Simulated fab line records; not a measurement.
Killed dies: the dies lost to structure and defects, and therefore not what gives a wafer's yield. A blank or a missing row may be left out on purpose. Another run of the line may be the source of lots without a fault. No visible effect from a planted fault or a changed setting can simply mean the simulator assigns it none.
What tool caused it?    flow gf180mcu    36 wafers from 12 lots sampled at 2 of the route's 602 steps

WHAT EACH GAUGE READ, for each wafer
GF_V5_RS_MEAS_24: the measuring method here is four-point-probe.
lot   measured      on             V5_W_RS (ohm/sq)
L586  day 28 03:59  film-metro-01  0.3342 0.3334 0.3276
L587  day 28 07:41  film-metro-01  0.3325 0.3272 0.3256
L588  day 28 15:55  film-metro-01  0.3332 0.3317 0.3283
L589  day 29 02:34  film-metro-02  0.3335 0.3311 0.3333
L590  day 29 08:52  film-metro-02  0.3295 0.3261 0.3238
L591  day 29 16:46  film-metro-01  0.3222 0.3324 0.3285
L592  day 29 22:46  film-metro-03  0.3281 0.3280 0.3260
L593  day 30 04:38  film-metro-03  0.3291 0.3301 0.3320
L594  day 30 13:53  film-metro-03  0.3330 0.3316 0.3331
L596  day 31 03:41  film-metro-02  0.3292 0.3320 0.3305
L597  day 31 08:07  film-metro-01  0.3311 0.3366 0.3291
L606  day 33 14:41  film-metro-03  0.3304 0.3300 0.3277

WHICH TOOL RAN EACH LOT (tool, then ch and the chambers of the sampled wafers, then the start)
lot   GF_V1_CVD_02
L586  pecvd-02 ch 0,1,2, day 18 03:07
L587  pecvd-02 ch 0,2, day 18 07:26
L588  pecvd-03 ch 0,1,2, day 18 18:01
L589  pecvd-03 ch 1,2, day 19 05:36
L590  pecvd-03 ch 0,1,2, day 19 13:30
L591  pecvd-01 ch 0,2, day 20 00:19
L592  pecvd-03 ch 0,1,2, day 20 09:57
L593  pecvd-03 ch 0,2, day 20 14:48
L594  pecvd-03 ch 1,2, day 21 05:19
L596  pecvd-02 ch 1,2, day 21 20:08
L597  pecvd-03 ch 1,2, day 22 02:11
L606  pecvd-03 ch 0,1, day 25 02:32
- GF_V1_CVD_02: deposits SiO2 from TEOS, target thk 850 nm, time 94.851 s.

WHAT THE TOOLS THEMSELVES READ (means of the sampled wafers that have a number; where no wafer has one, the mark that the record gives instead)
GF_V1_CVD_02.
lot   tool      heater-power-outer-w (W)  heater-power-w (W)
L586  pecvd-02  437                       708
L587  pecvd-02  454                       756
L588  pecvd-03  396                       690
L589  pecvd-03  412                       721
L590  pecvd-03  389                       668
L591  pecvd-01  428                       709
L592  pecvd-03  411                       687
L593  pecvd-03  376                       622
L594  pecvd-03  391                       686
L596  pecvd-02  384                       643
L597  pecvd-03  369                       657
L606  pecvd-03  391                       671

THE ANSWER, worked out from the rows above alone
Rule: usual is defined by the lots themselves. Put in order of their means at a reading, lots are off if they are a third of the lots or fewer, leave a main group of 4 or more, and stand apart from it by a gap of 3 or more times the standard deviation of the main group's means; of several such gaps the widest counts. A main group whose means are all the same, to the digits that the tables above print for the reading, isn't used. Also off: a lot with no number at a reading for which 4 or more lots have one. The other lots that the step has rows for count as sound. Order of review: gauges by route order, followed by the tools' own readings, for which a lot's mean as printed above is used. At the first step where some lot is off, the reading lying furthest off is the one used; lots without a number count as furthest.
Across all readings shown, no lot is off: no conclusion can be drawn from this.

WHAT HAD BEEN PUT IN BY THE SIMULATOR
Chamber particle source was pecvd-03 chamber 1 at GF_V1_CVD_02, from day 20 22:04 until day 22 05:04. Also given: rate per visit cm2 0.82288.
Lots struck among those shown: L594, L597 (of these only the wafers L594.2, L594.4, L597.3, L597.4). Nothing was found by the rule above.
